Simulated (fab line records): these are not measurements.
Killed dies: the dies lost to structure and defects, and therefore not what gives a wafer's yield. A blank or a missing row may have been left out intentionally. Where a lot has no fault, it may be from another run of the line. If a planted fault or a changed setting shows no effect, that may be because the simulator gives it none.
One fault seen from 2 desks ; flow gf180mcu ; each desk has only its own numbers; what lay behind them comes last

METROLOGY DESK
Means of the sampled wafers that have a number, per lot and without regard to the tool the lot ran on: this is what the gauges read. Any lot whose mean is over 4 standard deviations away from the usual mean is out of limits and marked OUT; that distance is given in the brackets.
Columns: A = cdNm at GF_STI_CD_MEAS_12, usual 220.1 nm
lot;first seen here;A
L707;day 2 01:05;219.7
L708;day 2 07:02;222.0
L716;day 3 22:58;218.7
L717;day 4 04:43;220.7
L718;day 4 11:16;221.0
L719;day 4 14:17;219.1
L721;day 5 01:36;220.9
L724;day 5 16:46;219.1
L727;day 6 08:49;217.9
This desk found nothing out of limits on any of the 9 lots.

AT THE TOOL OWNER'S DESK: rieSi-02
The tool's own readings at GF_STI_ETCH_14 (etches Si in HBr/Cl2/O2, target depth 360 nm, time 102.9 s): means of the sampled wafers that have a number, for each lot that ran on this tool. Any lot whose mean is over 4 standard deviations away from the usual mean is out of limits and marked OUT; that distance is given in the brackets.
Columns: A = drypumpMotorCurrentA at GF_STI_ETCH_14, usual 5.6 A; B = oesProductAu at GF_STI_ETCH_14, usual 1.003 a.u.; C = rfFwdPowerW at GF_STI_ETCH_14, usual 596.5 W; D = runLengthS at GF_STI_ETCH_14, usual 131.2 s; E = throttleValvePct at GF_STI_ETCH_14, usual 25.654 %
lot;first seen here;A;B;C;D;E
L707;day 2 01:14;5.8;0.995;597.7;131.1;25.662
L708;day 2 07:11;5.2;1.007;596.5;131.0;25.645
L716;day 3 23:08;5.1;1.012;595.6;134.1 (+7.1) OUT;25.649
L717;day 4 04:53;5.7;0.998;595.8;133.9 (+6.7) OUT;25.649
L718;day 4 11:27;5.6;1.002;595.8;133.9 (+6.6) OUT;25.655
This desk's finding: out of limits on L716, L717, L718; first on L716, day 3 23:08 (runLengthS at GF_STI_ETCH_14). L707, L708 stayed within limits.

ALL TOGETHER
An alarm could have come from the tool owner's desk at day 3 23:08, on L716, L717, L718.
At the metrology desk, nothing out of limits was observed.
The metrology desk holds a record of L716, L717, L718, inside its limits.
Of the lots named, all ran GF_STI_ETCH_14 on rieSi-02.

WHAT THE SIMULATOR HAD INSERTED
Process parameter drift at GF_STI_ETCH_14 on rieSi-02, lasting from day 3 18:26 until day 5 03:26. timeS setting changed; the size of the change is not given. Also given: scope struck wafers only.
Lots struck among those shown: L716, L717, L718.
Delay in hours, fault start to first out-of-limits reading, by desk: the tool owner's desk at 5.
